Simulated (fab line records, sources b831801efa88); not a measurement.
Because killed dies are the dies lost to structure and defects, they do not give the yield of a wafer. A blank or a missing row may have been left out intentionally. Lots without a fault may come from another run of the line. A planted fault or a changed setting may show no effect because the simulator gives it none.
Which tool was responsible?	flow gf180mcu	Sampling: 13 lots, 39 wafers, 5 of 602 route steps

== WHAT THE GAUGES READ, wafer by wafer ==
GF_STI_CD_MEAS_12 targets a cd of 220 nm. Usual: cd nm reads 219.2 nm (standard deviation 1.6).
lot	measured	on	cd nm (nm)	flag
L201	day 2 05:44	cd sem-02	218.8 220.6 219.9	
L202	day 2 11:43	cd sem-02	217.1 218.0 217.7	
L203	day 2 17:53	cd sem-01	217.8 218.6 218.0	
L204	day 2 22:25	cd sem-01	219.5 218.7 219.3	
L205	day 3 04:55	cd sem-02	218.7 219.2 219.0	
L206	day 3 09:10	cd sem-02	217.0 219.4 217.5	
L207	day 3 14:13	cd sem-01	216.9 218.5 218.9	
L208	day 3 17:43	cd sem-01	220.7 220.7 220.0	
L213	day 4 22:40	cd sem-02	219.6 220.4 220.3	
L215	day 5 06:38	cd sem-01	216.5 215.5 215.9	
L219	day 6 03:58	cd sem-01	219.6 219.6 220.8	
L220	day 6 09:01	cd sem-01	218.7 217.3 216.8	
L222	day 6 18:51	cd sem-01	221.6 220.8 220.5	

GF_NWELL_TW_MEAS_11. Usual: NWELL_TW typically reads 1588, with standard deviation 12.
lot	measured	on	NWELL_TW	flag
L201	day 3 13:32	film metro-03	1586 1578 1590	
L202	day 3 20:50	film metro-01	1573 1569 1562	
L203	day 4 00:43	film metro-04	1609 1606 1596	
L204	day 4 06:02	film metro-04	1598 1595 1591	
L205	day 4 13:13	film metro-01	1582 1582 1585	
L206	day 4 18:44	film metro-04	1601 1594 1605	
L207	day 4 23:08	film metro-04	1601 1606 1594	
L208	day 5 03:52	film metro-04	1602 1601 1601	
L213	day 6 10:26	film metro-03	1582 1588 1578	
L215	day 6 18:20	film metro-04	1854 1855 1854 1866 1854 1852	OFF
L219	day 7 15:44	film metro-04	1841 1835 1849 1838 1837 1845	OFF
L220	day 7 20:41	film metro-04	1585 1587 1581	
L222	day 8 07:14	film metro-03	1580 1587 1576	

GF_VT_IMPLANT_RS_MEAS_47: measures by four-point-probe. Usual: NWELL_RS typically reads 488.2 ohm/sq, with standard deviation 1.2.
lot	measured	on	NWELL_RS (ohm/sq)	flag
L201	day 7 21:22	film metro-04	488.0 488.6 488.1	
L202	day 8 06:06	film metro-03	487.8 487.0 487.4	
L203	day 8 11:19	film metro-03	485.4 486.3 486.2	
L204	day 8 17:40	film metro-03	488.4 490.4 488.2	
L205	day 9 01:03	film metro-04	487.2 489.3 488.6	
L206	day 9 06:54	film metro-04	488.6 488.7 487.7	
L207	day 9 12:29	film metro-01	489.9 490.4 489.9	
L208	day 9 19:42	film metro-04	488.0 488.7 487.7	
L213	day 11 05:03	film metro-04	489.0 487.0 487.9	
L215	day 11 14:24	film metro-03	377.4 378.2 378.2 378.7 378.2 378.9	OFF
L219	day 12 15:45	film metro-04	378.5 378.0 378.2 378.2 377.5 378.5	OFF
L220	day 12 18:35	film metro-04	489.4 488.8 489.8	
L222	day 13 10:22	film metro-01	487.6 487.8 487.1	

GF_NSD_CD_MEAS_07 targets a cd of 400 nm. Usual: cd nm reads 399.5 nm (standard deviation 2.3).
lot	measured	on	cd nm (nm)	flag
L201	day 14 00:06	cd sem-02	402.7 402.4 402.7	
L202	day 14 15:50	cd sem-02	399.0 394.9 398.3	
L203	day 14 14:23	cd sem-02	399.9 400.1 401.7	
L204	day 14 22:48	cd sem-01	397.8 398.0 397.0	
L205	day 15 10:29	cd sem-02	400.2 397.6 397.4	
L206	day 15 11:50	cd sem-02	399.3 398.9 400.4	
L207	day 16 01:37	cd sem-01	398.5 399.6 395.9	
L208	day 16 17:44	cd sem-01	396.9 392.4 394.8	
L213	day 18 08:14	cd sem-02	401.3 400.8 398.1	
L220	day 19 23:15	cd sem-02	397.9 398.4 394.8	
L222	day 20 18:28	cd sem-01	397.3 399.2 396.9	

== EACH LOT AND THE TOOL THAT RAN IT (in order: tool; ch and the chambers of the sampled wafers; start) ==
lot	GF_NWELL_IMPLANT_08
L201	implanter-03 ch 0, day 3 13:09
L202	implanter-04 ch 0, day 3 20:26
L203	implanter-03 ch 0, day 4 00:19
L204	implanter-04 ch 0, day 4 05:39
L205	implanter-04 ch 0, day 4 12:49
L206	implanter-02 ch 0, day 4 18:20
L207	implanter-04 ch 0, day 4 22:46
L208	implanter-04 ch 0, day 5 03:28
L213	implanter-03 ch 0, day 6 10:02
L215	implanter-03 ch 0, day 6 17:58
L219	implanter-03 ch 0, day 7 15:22
L220	implanter-04 ch 0, day 7 20:18
L222	implanter-04 ch 0, day 8 06:52
- GF_NWELL_IMPLANT_08

== AS READ BY THE TOOLS THEMSELVES (means over the sampled wafers that have a number; for cases with no such wafer, the mark the record gives instead) ==
GF_NWELL_IMPLANT_08. Usual: dose ions cm2 1.5e+13, standard deviation 1.5e+10; faraday current uA 84.7, standard deviation 1.7.
lot	tool	dose ions cm2	faraday current uA	flag
L201	implanter-03	1.5e+13	84.0	
L202	implanter-04	1.5e+13	84.5	
L203	implanter-03	1.5e+13	86.8	
L204	implanter-04	1.5e+13	83.7	
L205	implanter-04	1.5e+13	85.8	
L206	implanter-02	1.5e+13	85.1	
L207	implanter-04	1.5e+13	84.9	
L208	implanter-04	1.5e+13	83.5	
L213	implanter-03	1.5e+13	84.7	
L215	implanter-03	2.5e+13	136.1	OFF
L219	implanter-03	2.5e+13	137.6	OFF
L220	implanter-04	1.5e+13	84.0	
L222	implanter-04	1.5e+13	86.6	

== THE ANSWER, worked out from the rows above alone ==
Rule: lot off if the mean of its wafers having a number is beyond 3 standard deviations from the usual mean. Also off: a lot with no number at a reading for which 4 or more lots have one. Where the step has rows for the other lots, those lots are counted as sound. After the gauges, taken in route order, come the tools' own readings; for these a lot's mean is taken, as printed above. At the first step where some lot is off, the reading lying furthest off is the one used; lots without a number count as furthest.
Off: L215, L219, at GF_NWELL_TW_MEAS_11 (NWELL_TW).
If a tool, at a process step before that reading, ran all the lots that are off and no sound lot after the first of them, it fits. Not tried: the gauges at GF_NWELL_TW_MEAS_11; whatever is off there is also off at GF_NWELL_IMPLANT_08, on other tools, and gauge error can't account for it. One candidate fits, namely implanter-03 at GF_NWELL_IMPLANT_08. Its last sound lot is L213 (day 6 10:02), its first lot that is off L215 (day 6 17:58): a fault that began between those two fits.
The tool's own readings at GF_NWELL_IMPLANT_08 bear it out: on the lots that are off they differ by more than 5 times the standard deviation of the sound lots' means. dose ions cm2 reads 2.5e+13 there against 1.5e+13 on the sound lots; faraday current uA reads 136.8 there against 84.9 on the sound lots.

== WHAT THE SIMULATOR HAD INSERTED ==
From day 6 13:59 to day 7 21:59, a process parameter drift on implanter-03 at GF_NWELL_IMPLANT_08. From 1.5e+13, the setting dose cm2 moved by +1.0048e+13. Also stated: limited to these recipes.
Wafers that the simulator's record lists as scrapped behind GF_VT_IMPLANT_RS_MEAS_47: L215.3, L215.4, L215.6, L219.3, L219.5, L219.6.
Lots struck among those shown: L215, L219. This agrees with what the rule above found.
